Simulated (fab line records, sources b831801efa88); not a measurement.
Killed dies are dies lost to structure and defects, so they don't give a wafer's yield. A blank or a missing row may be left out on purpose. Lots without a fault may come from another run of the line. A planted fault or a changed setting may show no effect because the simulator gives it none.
Chamber matching | flow sky130 | SKY_VIA3_CMP_02 on cmp-02: 4 sister chambers
The step polishes SiO2. 33 wafers are shown with their chamber, then 12 later ones without.

WAFERS WITH THEIR CHAMBER
wafer  | chamber | motor_current_A (A)
L074.1 | 1       | 11.5
L074.5 | 1       | 11.5
L074.6 | 0       | 11.2
L076.3 | 1       | 11.1
L076.4 | 3       | 13.4
L076.5 | 0       | 12.0
L076.1 | 0       | 11.2
L076.2 | 2       | 13.0
L076.6 | 3       | 14.1
L078.1 | 3       | 12.8
L078.2 | 2       | 13.2
L078.3 | 0       | 11.8
L079.1 | 2       | 12.5
L079.2 | 1       | 11.5
L079.5 | 2       | 12.6
L080.3 | 1       | 11.7
L080.4 | 3       | 13.7
L080.5 | 3       | 13.8
L081.1 | 2       | 12.3
L081.3 | 3       | 13.5
L081.6 | 0       | 11.1
L082.2 | 1       | 11.2
L082.3 | 3       | 13.1
L082.6 | 0       | 11.2
L086.1 | 0       | 11.9
L086.3 | 3       | 13.5
L086.5 | 3       | 13.4
L088.2 | 1       | 11.1
L088.3 | 3       | 14.2
L088.6 | 0       | 11.7
L091.2 | 2       | 12.3
L091.4 | 3       | 13.5
L091.5 | 3       | 14.0

SIGNATURES (means of the wafers above)
reading         | chamber 0 | chamber 1 | chamber 2 | chamber 3 | scatter within a chamber
motor_current_A | 11.512    | 11.371    | 12.650    | 13.583    | 0.363
Rule: a wafer's distance from a chamber is the root of the sum, over the readings, of the square of ((its reading less the chamber's mean) divided by the reading's scatter). The wafer belongs to the nearest chamber; if the next one is less than 2 further off, it can't be placed. The scatter: the root of (the sum of the squares of (reading less its chamber's mean) over the shown wafers, divided by (wafers less chambers)).

WAFERS WITHOUT THEIR CHAMBER
wafer  | motor_current_A (A)
L091.1 | 10.7
L091.3 | 11.3
L091.6 | 11.8
L094.1 | 11.0
L094.2 | 11.4
L094.6 | 11.0
L095.1 | 12.6
L095.2 | 11.8
L095.3 | 11.2
L097.1 | 13.9
L097.5 | 14.3
L097.6 | 12.4

WHICH CHAMBER EACH WENT THROUGH
wafer  | from the rows above          | in truth
L091.1 | can't be placed: 1 or 0      | 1
L091.3 | can't be placed: 1 or 0      | 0
L091.6 | can't be placed: 0 or 1 or 2 | 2
L094.1 | can't be placed: 1 or 0      | 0
L094.2 | can't be placed: 1 or 0      | 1
L094.6 | can't be placed: 1 or 0      | 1
L095.1 | 2                            | 2
L095.2 | can't be placed: 0 or 1 or 2 | 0
L095.3 | can't be placed: 1 or 0      | 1
L097.1 | 3                            | 3
L097.5 | 3                            | 3
L097.6 | can't be placed: 2 or 0      | 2
Placed correctly: 3 of 12. Can't be placed from these rows: 9 (the true chamber is among the candidates in 9). Placed wrongly: 0.
